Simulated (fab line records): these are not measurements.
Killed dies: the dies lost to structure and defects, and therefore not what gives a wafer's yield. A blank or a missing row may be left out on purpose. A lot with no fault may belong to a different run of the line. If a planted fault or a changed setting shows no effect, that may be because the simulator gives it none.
Problem report in the 8D (eight disciplines) form, filled by code -- flow gf180mcu -- the parts of the form that need people (team, actions taken, sign-off) are left out

== 1. THE PROBLEM ==
At GF_TOP_METAL_EXPOSE_11, exposure dose mJ cm2 averages 170.82 over 6 wafers from 2 lots, while fault-free wafers read 168.07, standard deviation 0.17. Measured from the usual mean, that is +16 standard deviations.
The step: exposes mask MetalTop, target cd 440 nm.
The first sign was on wafer L374.1 at day 30 03:49, on iline stepper-01. The record holds 39 wafers of 13 lots with a number at this step. The rule behind "out" and "out of limits": a value lying over 4 standard deviations away from the usual mean. The rest of the wafers with a number are treated as sound.

== 2. WHAT THIS IS AND IS NOT ==
question,is,is not
which readings at this step,exposure dose mJ cm2,-
which lots,"L374, L376","L366, L367, L369, L378, L379, L380, L381, L382, L383, L388, L389"
which wafers of those lots,all that have a number,-
read on which tools,iline stepper-01,iline stepper-02
when,from day 30 03:49,"up to then (9 sound wafers); but 24 sound wafers of L378, L379, L380, L381, L382, L383, L388, L389 came after"

== 3. THE SUSPECTS, EACH WITH WHAT RULES IT OUT ==
Counting: a tool stays on the suspect list if, at a process step up to the reading, it processed all lots that are out and no sound lot following the first of them.
- pvd sputter-02 at GF_TOP_METAL_SPUTTER_03 (material Ti, target thk 5 nm, time 3.3 s): ruled out as a lasting fault. The sound lots L378, L381, L383, L389 went through it after L374, its earliest lot that is out (day 29 18:16).
- iline stepper-01 at GF_TOP_METAL_EXPOSE_11 (exposes mask MetalTop, target cd 440 nm): kept. All lots that are out passed through it, beginning with L374 at day 30 03:49, and no sound lot followed; its final sound lot before that point was L369 at day 28 15:21. Its own readings are out on those wafers: exposure dose mJ cm2.
After counting, what remains is iline stepper-01 at GF_TOP_METAL_EXPOSE_11.

== 4. THE CAUSE (what the simulator had put in) ==
Process parameter drift: iline stepper-01, from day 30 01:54 on, at GF_TOP_METAL_EXPOSE_11. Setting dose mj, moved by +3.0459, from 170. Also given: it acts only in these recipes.
This tool alone remained once counting was done.

== 5. THE CHAIN OF EFFECTS, in route order ==
Each row: a reading where the mean over the struck wafers with a number is more than 3 standard deviations away from the usual. Scope: only readings with a usual standard deviation given in the record; hours: median across lots of the time from each lot's start at the first step in this table that gives one to its start at this step; sigmas: change in usual standard deviations.
hours,step,reading,usual,on struck wafers,change,sigmas
0,GF_TOP_METAL_EXPOSE_11,exposure dose mJ cm2,168.07,170.82,+2.75,+16
Here are the process steps it includes:
- GF_TOP_METAL_EXPOSE_11: exposes mask MetalTop, target cd 440 nm.

== 6. HOW IT WOULD HAVE BEEN CAUGHT EARLIER ==
In this record no reading fell out of limits until day 30 03:49, 2 hours after the fault had begun at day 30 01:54.
